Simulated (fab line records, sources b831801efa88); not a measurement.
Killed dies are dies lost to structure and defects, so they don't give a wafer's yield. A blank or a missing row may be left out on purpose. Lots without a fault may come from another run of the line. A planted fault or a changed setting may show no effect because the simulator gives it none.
One fault seen from 2 desks | flow sky130 | each desk has only its own numbers; what lay behind them comes last

THE TOOL OWNER'S DESK: rie_metal-01
The tool's own readings at SKY_METAL1_METAL_ETCH_19 (etches the open film in Cl2/BCl3, stops on SiO2, target depth 360 nm, time 76.42 s): means of the sampled wafers that have a number, for each lot that ran on this tool. A lot is out of limits, marked OUT, if its mean lies more than 4 standard deviations from the usual mean; the brackets give that distance.
Columns: A = drypump_motor_current_A at SKY_METAL1_METAL_ETCH_19, usual 5.42 A; B = oes_product_au at SKY_METAL1_METAL_ETCH_19, usual 0.865 a.u.; C = throttle_valve_pct at SKY_METAL1_METAL_ETCH_19, usual 22.264 %
lot  | first seen here | A    | B     | C
L579 | day 33 07:01    | 5.20 | 0.869 | 22.263
L581 | day 34 03:16    | 5.21 | 0.859 | 22.262
L583 | day 34 17:40    | 5.20 | 0.866 | 22.280
L582 | day 35 03:58    | 5.15 | 0.863 | 22.271
L587 | day 36 05:29    | 5.17 | 0.867 | 22.268
L595 | day 38 17:16    | 5.21 | 0.870 | 22.265
This desk's finding: nothing out of limits on any of the 6 lots.

THE METROLOGY DESK
What the gauges read, lot by lot, whatever tool the lot ran on: means of the sampled wafers that have a number. A lot is out of limits, marked OUT, if its mean lies more than 4 standard deviations from the usual mean; the brackets give that distance.
Columns: A = VIA1_HDPCVD_THK at SKY_VIA1_THK_MEAS_01, usual 1072 nm; B = cd_nm at SKY_VIA1_CD_MEAS_12, usual 149.3 nm
lot  | first seen here | A    | B
L578 | day 33 04:16    | 1062 | 149.9
L579 | day 33 07:52    | 1067 | 151.0
L581 | day 34 04:06    | 1070 | 149.1
L583 | day 34 18:28    | 1073 | 146.8
L582 | day 35 04:46    | 1067 | 148.3
L585 | day 35 15:37    | 1063 | 148.2
L586 | day 36 00:16    | 1066 | 148.1
L587 | day 36 06:23    | 1067 | 150.0
L589 | day 36 19:34    | 1081 | 149.8
L590 | day 37 00:31    | 1083 | 151.0
L595 | day 38 18:04    | 1056 | 151.9
L596 | day 38 22:52    | 1072 | 151.8
This desk's finding: nothing out of limits on any of the 12 lots.

PUT TOGETHER
The tool owner's desk saw nothing out of limits.
The metrology desk saw nothing out of limits.

WHAT THE SIMULATOR HAD PUT IN
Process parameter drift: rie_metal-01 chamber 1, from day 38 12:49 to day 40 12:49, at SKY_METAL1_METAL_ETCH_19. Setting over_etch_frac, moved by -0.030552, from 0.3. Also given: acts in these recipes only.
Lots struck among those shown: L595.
